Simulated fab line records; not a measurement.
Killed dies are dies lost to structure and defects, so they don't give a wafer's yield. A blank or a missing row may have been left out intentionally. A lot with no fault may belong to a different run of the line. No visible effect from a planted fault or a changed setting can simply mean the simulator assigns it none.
fab line records    flow sky130
record: lots: 6  wafers: 18  last-day: 50
route steps=708 shown METAL1@446 VIA1@458 PAD_OPEN@708
lots with no fault: from the same line, run without faults
start-h: hours from the record's opening day to when the first of the lot's shown wafers began    wait-h: hours elapsed since this lot's preceding step    " same as the row above    L1.1+2: a row that stands for several wafers    - value missing, or start not given    * or withheld: withheld    < > ~ a bound
route shown NAME@n: a module of which the file shows steps, and the number in the route of the first    usual: mean/standard deviation of fault-free wafers    same: alike in all rows    chamber/n: place in a boat    sites: readings site by site    _std_site: standard deviation of those values    _edge_site: outer sites' mean less inner sites'    radius-mm: for every site, how far away it sits from the centre of the wafer    mask NAME#n: copy n    behind: tool/chamber where the wafer was last shaped    hold: reason for holding the lot/hours on hold/outcome of the hold    device: the transistor (n, p or np) that didn't switch    end of line: tests run on the same wafers once the route is complete    a step without rows: its recipe alone    killed: count of dies lost to structure and defects at first sort (not the wafer's yield)    map: per-die view of a wafer (x killed, . not killed, _ where there is no die)
set.NAME: the run value of the setting; set.NAME@STEP: its run value at that earlier step    model.NAME: the simulator's own value behind a step, which no gauge read
lots at selected steps of the route; one table per step, one row per wafer
services: the hour from which a tool's chamber was out of use, counted from the record's first day as start-h (under 0 if before that day), plus the number of hours and why
== steps ==
step: SKY_METAL1_EXPOSE_12
recipe: mask-id: MM1  na: 0.8  source-shape: annular  sigma-inner: 0.55  sigma-outer: 0.85  target-cd-nm: 140  dose-mj: 28
step: SKY_METAL1_PEB_13
recipe: peb-temp-c: withheld  peb-time-s: withheld  resist: KrF-thick
step: SKY_METAL1_DEVELOP_14
recipe: develop-time-s: 60  resist: KrF-thick  dev-temp-c: 21
step: SKY_METAL1_CD_MEAS_15
recipe: target-cd-nm: 140
usual: cd-nm: 140.2/1.4
lot.wafer  tool       chamber  start-h  wait-h  cd-nm
L553.3     cd-sem-02  -        790.23   -       141.4
L553.4     "          -        "        "       140.6
L553.6     "          -        "        "       139.1
L556.2     cd-sem-01  -        814.77   -       138.8
L556.4     "          -        "        "       138.2
L556.6     "          -        "        "       140.8
L557.1     cd-sem-01  -        816.80   -       139.7
L557.3     "          -        "        "       140.2
L557.4     "          -        "        "       140.5
L567.1     cd-sem-02  -        912.19   -       140.1
L567.2     "          -        "        "       139.0
L567.4     "          -        "        "       139.3
L568.1     cd-sem-02  -        917.64   -       142.2
L568.2     "          -        "        "       142.6
L568.6     "          -        "        "       143.1
L570.1     cd-sem-01  -        930.85   -       140.7
L570.3     "          -        "        "       140.4
L570.4     "          -        "        "       140.5
step: SKY_METAL1_OVL_MEAS_16
usual: METAL1_OVL: -2/5.6
lot.wafer  tool        chamber  start-h  wait-h  METAL1_OVL[nm]
L553.3     overlay-02  -        790.32   0.1     -4
L553.4     "           -        "        "       -7
L553.6     "           -        "        "       -5
L556.2     overlay-02  -        814.87   0.1     -4
L556.4     "           -        "        "       -1
L556.6     "           -        "        "       -4
L557.1     overlay-02  -        816.92   0.1     -4
L557.3     "           -        "        "       -6
L557.4     "           -        "        "       1
L567.1     overlay-01  -        912.31   0.1     13
L567.2     "           -        "        "       -3
L567.4     "           -        "        "       4
L568.1     overlay-02  -        917.76   0.1     -4
L568.2     "           -        "        "       -8
L568.6     "           -        "        "       -5
L570.1     overlay-01  -        930.97   0.1     -2
L570.3     "           -        "        "       -2
L570.4     "           -        "        "       -11
step: SKY_METAL1_DESCUM_17
recipe: chemistry: O2  source-power-w: 150  bias-power-w: 0  pressure-mtorr: 10  temp-c: 40  time-s: 8
usual: drypump-motor-current-A: 5.6/0.31  oes-product-au: 1.009/0.01  temp-c: 40.00/0.12
same: bias-power-w: 0
lot.wafer  tool          chamber  start-h  wait-h  drypump-motor-current-A  oes-product-au  rf-hours-counter-h  temp-c
L553.3     rie-metal-04  0        790.36   0.0     5.6                      1.017           -                   39.86
L553.4     "             1        "        "       5.9                      1.018           -                   39.98
L553.6     "             1        "        "       5.9                      1.009           -                   39.92
L556.2     rie-metal-04  0        814.90   0.0     5.6                      1.015           3                   40.01
L556.4     "             0        "        "       5.5                      1.010           -                   39.78
L556.6     "             1        "        "       5.9                      1.010           -                   40.08
L557.1     rie-metal-01  0        816.95   0.0     6.0                      1.014           11                  40.18
L557.3     "             1        "        "       5.2                      0.996           -                   40.10
L557.4     "             0        "        "       6.0                      1.007           -                   40.05
L567.1     rie-metal-03  1        912.35   0.0     5.5                      1.013           1                   39.90
L567.2     "             0        "        "       5.1                      0.998           6                   39.82
L567.4     "             1        "        "       5.5                      1.006           -                   39.91
L568.1     rie-metal-04  0        917.80   0.0     5.5                      1.026           7                   40.09
L568.2     "             1        "        "       5.9                      1.034           14                  39.84
L568.6     "             1        "        "       6.0                      1.017           -                   39.94
L570.1     rie-metal-01  1        931.00   0.0     5.2                      1.007           14                  40.09
L570.3     "             0        "        "       6.0                      1.011           -                   40.00
L570.4     "             1        "        "       5.2                      1.006           -                   39.87
step: SKY_METAL1_ETCH_18
recipe: chemistry: N2/H2  target: BARC  ion-energy-ev: 200  bias-w: 100  pressure-mtorr: 30  n2-flow-sccm: 100  h2-flow-sccm: 200  icp-w: 500  stop-on: SiO2  time-s: 45.9  target-depth-a: 600
usual: bias-w: 100.0/0.32  drypump-motor-current-A: 5.6/0.31  oes-product-au: 0.854/0.0047  throttle-valve-pct: 13.225/0.0094
lot.wafer  tool          chamber  start-h  wait-h  bias-w  drypump-motor-current-A  oes-product-au  rf-hours-counter-h  throttle-valve-pct
L553.3     rie-metal-04  0        790.40   0.0     100.2   5.5                      0.855           -                   13.233
L553.4     "             1        "        "       100.4   5.9                      0.850           -                   13.228
L553.6     "             1        "        "       99.9    6.0                      0.855           -                   13.227
L556.2     rie-metal-04  0        814.94   0.0     100.1   5.6                      0.848           3                   13.223
L556.4     "             0        "        "       100.7   5.6                      0.855           -                   13.218
L556.6     "             1        "        "       99.8    6.0                      0.845           -                   13.226
L557.1     rie-metal-01  0        816.99   0.0     100.2   6.0                      0.855           11                  13.216
L557.3     "             1        "        "       100.0   5.2                      0.861           -                   13.215
L557.4     "             0        "        "       100.1   6.0                      0.855           -                   13.218
L567.1     rie-metal-03  1        912.38   0.0     100.2   5.5                      0.846           1                   13.239
L567.2     "             0        "        "       100.1   5.1                      0.856           6                   13.232
L567.4     "             1        "        "       100.3   5.5                      0.856           -                   13.219
L568.1     rie-metal-04  0        917.83   0.0     99.7    5.6                      0.856           7                   13.225
L568.2     "             1        "        "       99.9    5.9                      0.856           14                  13.227
L568.6     "             1        "        "       99.9    5.9                      0.853           -                   13.228
L570.1     rie-metal-01  1        931.04   0.0     100.2   5.2                      0.848           14                  13.221
L570.3     "             0        "        "       100.1   6.0                      0.855           -                   13.227
L570.4     "             1        "        "       100.0   5.2                      0.868           -                   13.254
step: SKY_METAL1_METAL_ETCH_19
recipe: target-depth-a: 3600  stop-on: SiO2  over-etch-frac: 0.3  time-s: 78  chemistry: Cl2/BCl3  resist-sidewall-deg: 88  pressure-mtorr: 10  icp-w: 900  bias-w: 48.5  Cl2_flow_sccm: 60  bcl3-flow-sccm: 30
usual: bcl3-flow-sccm: 29.98/0.089  bias-w: 48.50/0.14  drypump-motor-current-A: 5.6/0.31  oes-product-au: 0.855/0.0056  throttle-valve-pct: 22.265/0.0098
lot.wafer  tool          chamber  start-h  wait-h  bcl3-flow-sccm  bias-w  drypump-motor-current-A  oes-product-au  rf-hours-counter-h  throttle-valve-pct
L553.3     rie-metal-04  0        790.47   0.1     29.92           48.50   5.5                      0.860           -                   22.248
L553.4     "             1        "        "       29.98           48.46   6.0                      0.855           -                   22.255
L553.6     "             1        "        "       29.88           48.65   5.9                      0.853           -                   22.262
L556.2     rie-metal-04  0        815.00   0.0     29.88           48.62   5.5                      0.846           3                   22.267
L556.4     "             0        "        "       29.96           48.71   5.5                      0.855           -                   22.273
L556.6     "             1        "        "       29.97           48.53   5.9                      0.863           -                   22.275
L557.1     rie-metal-01  0        817.05   0.0     30.00           48.30   5.9                      0.848           11                  22.276
L557.3     "             1        "        "       30.09           48.55   5.2                      0.854           -                   22.256
L557.4     "             0        "        "       29.93           48.36   6.0                      0.853           -                   22.275
L567.1     rie-metal-03  1        912.44   0.0     29.98           48.40   5.5                      0.852           1                   22.262
L567.2     "             0        "        "       29.98           48.75   5.1                      0.852           6                   22.271
L567.4     "             1        "        "       29.96           48.34   5.5                      0.856           -                   22.260
L568.1     rie-metal-04  0        917.89   0.0     30.12           48.36   5.6                      0.861           7                   22.261
L568.2     "             1        "        "       29.89           48.38   5.9                      0.863           14                  22.269
L568.6     "             1        "        "       29.89           48.33   5.9                      0.849           -                   22.276
L570.1     rie-metal-01  1        931.10   0.0     30.12           48.53   5.3                      0.846           14                  22.268
L570.3     "             0        "        "       30.07           48.60   6.0                      0.852           -                   22.268
L570.4     "             1        "        "       29.93           48.68   5.2                      0.863           -                   22.266
step: SKY_METAL1_STRIP_20
recipe: chemistry: O2/N2  power-w: 1400  pressure-mtorr: 1500  platen-temp-c: withheld  o2-flow-sccm: 3000  n2-flow-sccm: 300  overash-fraction: 0.5
usual: drypump-motor-current-A: 5.6/0.3  oes-product-au: 0.341/0.005  strip-time-to-endpoint-s: 2.66/0.051
lot.wafer  tool             chamber  start-h  wait-h  drypump-motor-current-A  oes-product-au  rf-hours-counter-h  strip-time-to-endpoint-s
L553.3     plasma-asher-03  0        790.57   0.1     6.0                      0.336           -                   2.62
L553.4     "                1        "        "       5.3                      0.337           -                   2.60
L553.6     "                0        "        "       6.1                      0.336           -                   2.63
L556.2     plasma-asher-02  1        815.09   0.1     6.0                      0.340           68                  2.65
L556.4     "                1        "        "       6.0                      0.332           -                   2.63
L556.6     "                1        "        "       5.9                      0.334           -                   2.66
L557.1     plasma-asher-03  0        817.14   0.1     6.0                      0.338           38                  2.60
L557.3     "                0        "        "       6.1                      0.345           -                   2.67
L557.4     "                1        "        "       5.3                      0.346           -                   2.64
L567.1     plasma-asher-02  1        912.53   0.1     5.9                      0.338           78                  2.68
L567.2     "                0        "        "       5.8                      0.344           78                  2.66
L567.4     "                1        "        "       5.9                      0.339           -                   2.66
L568.1     plasma-asher-04  0        917.98   0.1     5.3                      0.340           110                 2.61
L568.2     "                1        "        "       5.3                      0.338           110                 2.65
L568.6     "                1        "        "       5.3                      0.341           -                   2.63
L570.1     plasma-asher-04  0        931.19   0.1     5.3                      0.348           112                 2.70
L570.3     "                0        "        "       5.3                      0.342           -                   2.68
L570.4     "                1        "        "       5.3                      0.347           -                   2.68
step: SKY_METAL1_STRIP_21
recipe: chemistry: post-etch-residue-remover  time-s: 1200  temp-c: 72.5
step: SKY_METAL1_CLEAN_22
recipe: chemistry: IPA  time-s: 180  temp-c: 25
step: SKY_METAL1_CLEAN_23
recipe: chemistry: O3/DIW  dry: n2-spin
step: SKY_VIA1_HDPCVD_00
recipe: material: SiO2  target-thk-nm: 1030  sigma-open-frac: 0.3  time-s: 171.7  temp-c: 400  sih4-flow-sccm: 60  pressure-mtorr: 6
usual: sih4-flow-sccm: 60.02/0.19
lot.wafer  tool       chamber  start-h  wait-h  sih4-flow-sccm  model.SiO2_of_VIA1_HDPCVD_00.thk-nm
L553.3     hdpcvd-02  1        791.12   0.0     59.71           1042
L553.4     "          2        "        "       60.03           1038
L553.6     "          0        "        "       60.30           1026
L556.2     hdpcvd-02  2        815.69   0.0     51.48           893.6
L556.4     "          2        "        "       51.66           890.5
L556.6     "          1        "        "       60.10           1022
L557.1     hdpcvd-02  0        817.74   0.0     60.08           1040
L557.3     "          2        "        "       50.94           891.4
L557.4     "          1        "        "       59.88           1028
L567.1     hdpcvd-02  0        913.14   0.0     59.94           1041
L567.2     "          2        "        "       60.22           1047
L567.4     "          1        "        "       59.99           1033
L568.1     hdpcvd-01  1        918.61   0.0     60.09           1033
L568.2     "          2        "        "       60.06           998.8
L568.6     "          1        "        "       59.99           1032
L570.1     hdpcvd-02  0        931.84   0.0     59.98           1039
L570.3     "          1        "        "       59.65           1033
L570.4     "          0        "        "       59.95           1031
step: SKY_VIA1_THK_MEAS_01
recipe: reads: SiO2_of_VIA1_HDPCVD_00
usual: VIA1_HDPCVD_THK: 1031/10
lot.wafer  tool           chamber  start-h  wait-h  VIA1_HDPCVD_THK[nm]
L553.3     film-metro-04  -        791.26   0.1     1042
L553.4     "              -        "        "       1039
L553.6     "              -        "        "       1025
L556.2     film-metro-03  -        815.82   0.1     893
L556.4     "              -        "        "       890
L556.6     "              -        "        "       1022
L557.1     film-metro-04  -        817.86   0.1     1040
L557.3     "              -        "        "       892
L557.4     "              -        "        "       1028
L567.1     film-metro-01  -        913.25   0.1     1041
L567.2     "              -        "        "       1048
L567.4     "              -        "        "       1033
L568.1     film-metro-01  -        918.72   0.1     1033
L568.2     "              -        "        "       998
L568.6     "              -        "        "       1032
L570.1     film-metro-04  -        931.95   0.1     1039
L570.3     "              -        "        "       1033
L570.4     "              -        "        "       1031
step: SKY_VIA1_CMP_02
recipe: material: SiO2  down-force-psi: 4  platen-rpm: 60  pad-velocity-m-s: 0.94248
usual: head-pressure-psi: 4.001/0.0089  motor-current-A: 11.8/1
lot.wafer  tool    chamber  start-h  wait-h  head-pressure-psi  motor-current-A
L553.4     cmp-01  3        791.30   0.0     3.992              11.5
L553.3     "       2        "        "       4.008              13.4
L553.6     "       3        "        "       3.998              11.6
L556.4     cmp-01  2        815.87   0.0     4.005              13.6
L556.2     "       0        "        "       4.013              11.8
L556.6     "       2        "        "       3.986              14.7
L557.3     cmp-01  1        817.92   0.0     4.011              10.8
L557.4     "       2        "        "       4.019              14.2
L557.1     "       3        "        "       3.999              11.8
L567.1     cmp-02  1        913.31   0.1     4.003              10.7
L567.4     "       2        "        "       3.994              12.8
L567.2     "       3        "        "       4.005              11.2
L568.2     cmp-01  1        918.83   0.1     4.001              10.6
L568.1     "       3        "        "       3.999              12.1
L568.6     "       0        "        "       3.993              11.5
L570.1     cmp-01  0        932.01   0.1     4.007              11.3
L570.4     "       1        "        "       4.004              10.7
L570.3     "       3        "        "       4.009              11.4
step: SKY_PAD_OPEN_PROBE_99
usual: defect-limited-yield: 82.3/2.1  killed_at_M0_to_M3: 44/7.2  killed_at_M4_up: 3.1/1.7  killed-at-contacts: 24/5.2  killed-at-front-end: 15/4.1  killed-at-other: 0.3/0.61  killed-dies: 87/10  killed-open: 48/7.5  killed-short: 39/6.6  sort_bin_3_pad_short: 0.8/0.39  sort_bin_5_function: 10.4/1.7  sort_bin_6_memory: 6.5/1.1  sort-n-pass: 405/10  sort-yield-pct: 82.3/2.1
same: gross-dies: 492  killed-at-back-side: 0  sort_bin_4_leakage[%]: 0  sort_bin_8_speed[%]: 0
lot.wafer  tool       chamber  start-h  wait-h  defect-limited-yield[%]  killed_at_M0_to_M3  killed_at_M4_up  killed-at-contacts  killed-at-front-end  killed-at-other  killed-dies  killed-open  killed-short  sort_bin_3_pad_short[%]  sort_bin_5_function[%]  sort_bin_6_memory[%]  sort-n-pass  sort-yield-pct[%]
L553.3     prober-01  -        1096.47  0.2     83.5                     43                  1                23                  14                   0                81           42           38            0.6                      10.0                    5.9                   411          83.5
L553.4     prober-01  -        1096.52  0.2     85.6                     46                  2                14                  9                    0                71           32           39            0.8                      7.1                     6.5                   421          85.6
L553.6     prober-01  -        1096.62  0.2     83.9                     39                  4                27                  9                    0                79           45           34            1.8                      8.9                     5.3                   413          83.9
L556.2     prober-02  -        1114.79  0.1     81.1                     39                  3                34                  17                   0                93           55           38            1.0                      12.4                    5.5                   399          81.1
L556.4     prober-02  -        1114.89  0.2     81.7                     53                  1                22                  14                   0                90           53           37            0.8                      9.3                     8.1                   402          81.7
L556.6     prober-02  -        1114.99  0.2     85.0                     43                  5                14                  12                   0                74           39           35            0.8                      10.2                    4.1                   418          85.0
L557.1     prober-01  -        1115.89  0.1     82.5                     37                  5                24                  20                   0                86           47           39            1.4                      8.5                     7.5                   406          82.5
L557.3     prober-01  -        1115.99  0.2     85.4                     34                  2                19                  17                   0                72           48           24            0.6                      7.3                     6.7                   420          85.4
L557.4     prober-01  -        1116.04  0.2     82.7                     49                  5                17                  14                   0                85           52           33            0.4                      11.6                    5.3                   407          82.7
L567.1     prober-01  -        1182.70  0.1     83.7                     34                  1                27                  17                   1                80           45           35            0.2                      9.6                     6.5                   412          83.7
L567.2     prober-01  -        1182.75  0.1     82.1                     35                  2                31                  20                   0                88           47           39            0.8                      10.0                    7.1                   404          82.1
L567.4     prober-01  -        1182.85  0.2     86.4                     33                  2                16                  16                   0                67           36           31            1.0                      6.7                     5.9                   425          86.4
killed by level:class
L553.3 CONTACT:geometric-particle:open=10 METAL2:geometric-particle:short=9 VIA3:geometric-particle:open=9 LI_CONTACT:geometric-particle:open=6 METAL1:geometric-particle:short=6 VIA1:geometric-particle:short=5 VIA1:geometric-particle:open=5 LOCAL_INTERCONNECT:geometric-particle:short=4
L553.4 VIA1:geometric-particle:open=9 METAL1:geometric-particle:short=7 LOCAL_INTERCONNECT:geometric-particle:short=5 VIA2:geometric-particle:open=5 CONTACT:geometric-particle:open=5 VIA1:geometric-particle:short=4 METAL2:geometric-particle:short=4 VIA2:geometric-particle:short=4
L553.6 VIA3:geometric-particle:open=10 VIA1:geometric-particle:open=9 LI_CONTACT:geometric-particle:open=7 CONTACT:geometric-particle:open=7 CONTACT:geometric-particle:short=7 METAL1:geometric-particle:short=5 VIA3:geometric-particle:short=4 POLY_GATE:geometric-particle:open=3
L556.2 CONTACT:geometric-particle:open=12 LI_CONTACT:geometric-particle:open=11 FIELD_ISO:geometric-particle:short=7 VIA1:geometric-particle:open=6 VIA3:geometric-particle:open=6 LOCAL_INTERCONNECT:geometric-particle:short=5 VIA2:geometric-particle:open=5 FIELD_ISO:geometric-particle:open=4
L556.4 VIA3:geometric-particle:open=12 CONTACT:geometric-particle:open=10 VIA1:geometric-particle:open=7 METAL1:geometric-particle:short=6 VIA2:geometric-particle:open=6 POLY_GATE:geometric-particle:short=5 LI_CONTACT:geometric-particle:open=5 LOCAL_INTERCONNECT:geometric-particle:short=4
L556.6 LI_CONTACT:geometric-particle:open=7 VIA3:geometric-particle:open=7 VIA1:geometric-particle:open=6 VIA2:geometric-particle:open=6 METAL1:geometric-particle:open=5 METAL4:geometric-particle:short=5 METAL1:geometric-particle:short=4 VIA1:geometric-particle:short=4
L557.1 CONTACT:geometric-particle:open=9 LI_CONTACT:geometric-particle:open=8 VIA1:geometric-particle:short=7 VIA1:geometric-particle:open=7 VIA2:geometric-particle:open=6 FIELD_ISO:geometric-particle:open=5 FIELD_ISO:geometric-particle:short=5 METAL2:geometric-particle:short=4
L557.3 VIA1:geometric-particle:open=12 LI_CONTACT:geometric-particle:open=7 FIELD_ISO:geometric-particle:short=6 CONTACT:geometric-particle:open=6 VIA3:geometric-particle:open=6 VIA2:geometric-particle:open=5 FIELD_ISO:geometric-particle:open=4 METAL2:geometric-particle:short=4
L557.4 VIA1:geometric-particle:open=11 CONTACT:geometric-particle:open=10 VIA3:geometric-particle:open=8 VIA2:geometric-particle:open=6 METAL1:geometric-particle:short=5 FIELD_ISO:geometric-particle:open=4 VIA1:geometric-particle:short=4 METAL2:geometric-particle:short=4
L567.1 LI_CONTACT:geometric-particle:open=8 VIA1:geometric-particle:open=8 CONTACT:geometric-particle:open=7 POLY_GATE:geometric-particle:open=6 LI_CONTACT:geometric-particle:short=6 FIELD_ISO:geometric-particle:open=5 METAL1:geometric-particle:short=5 METAL2:geometric-particle:short=4
L567.2 CONTACT:geometric-particle:open=16 METAL2:geometric-particle:short=9 VIA1:geometric-particle:open=8 POLY_GATE:geometric-particle:short=7 VIA3:geometric-particle:open=5 FIELD_ISO:geometric-particle:short=4 LI_CONTACT:geometric-particle:open=4 CONTACT:geometric-particle:short=4
L567.4 VIA3:geometric-particle:open=9 CONTACT:geometric-particle:open=8 FIELD_ISO:geometric-particle:short=7 METAL2:geometric-particle:short=5 FIELD_ISO:geometric-particle:open=4 POLY_GATE:geometric-particle:short=4 VIA3:geometric-particle:short=4 LI_CONTACT:geometric-particle:open=4
== services ==
tool             chamber  start-h  hours  kind
rie-metal-01     0        777.16   6.3    repair
plasma-asher-04  -        779.03   14.6   pm
plasma-asher-02  -        784.65   7.7    repair
plasma-asher-02  -        798.64   3.3    repair
hdpcvd-01        -        804.60   0.7    repair
rie-metal-03     0        807.07   1.1    repair
rie-metal-03     -        814.65   14.6   pm
rie-metal-01     -        821.56   0.4    repair
cmp-02           -        828.45   0.5    repair
hdpcvd-02        -        828.77   28.1   pm
cmp-01           -        843.13   0.5    repair
cmp-02           -        849.14   1.7    repair
hdpcvd-01        0        851.33   3.0    repair
cmp-02           -        854.61   1.8    repair
rie-metal-03     1        865.23   -      clean
rie-metal-04     -        884.22   2.8    pm
hdpcvd-01        2        890.14   1.9    repair
rie-metal-01     -        890.63   2.8    pm
cmp-01           -        906.92   6.5    repair
plasma-asher-03  -        912.49   2.8    pm
cmp-01           -        913.43   4.0    pm
cmp-01           -        917.43   -      consumable-replace:conditioner
cmp-01           -        917.43   -      consumable-replace:pad
rie-metal-01     -        925.09   1.0    repair
== key ==
first-sign: step: SKY_VIA1_HDPCVD_00  reading: sih4-flow-sccm  direction: down  sigmas: 46  usual: 60.02  struck: 51.36
effect: step: SKY_VIA1_THK_MEAS_01  reading: VIA1_HDPCVD_THK  direction: down  sigmas: 13  usual: 1031  struck: 892
model-effect: step: SKY_VIA1_HDPCVD_00  value: SiO2_of_VIA1_HDPCVD_00.thk-nm  without: 1046  struck: 891.8
met-at SKY_VIA1_HDPCVD_00
struck-wafers L556.2,L556.4,L557.3
onset-between 791.12 815.69
fault: kind: process-parameter-drift  tool: hdpcvd-02  chamber: 2  onset-h: 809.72  steps: SKY_VIA1_HDPCVD_00  channel: sih4-flow-sccm  offset: -9  shape: step  end-h: 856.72  acts-in: these-recipes-only  stated: 60
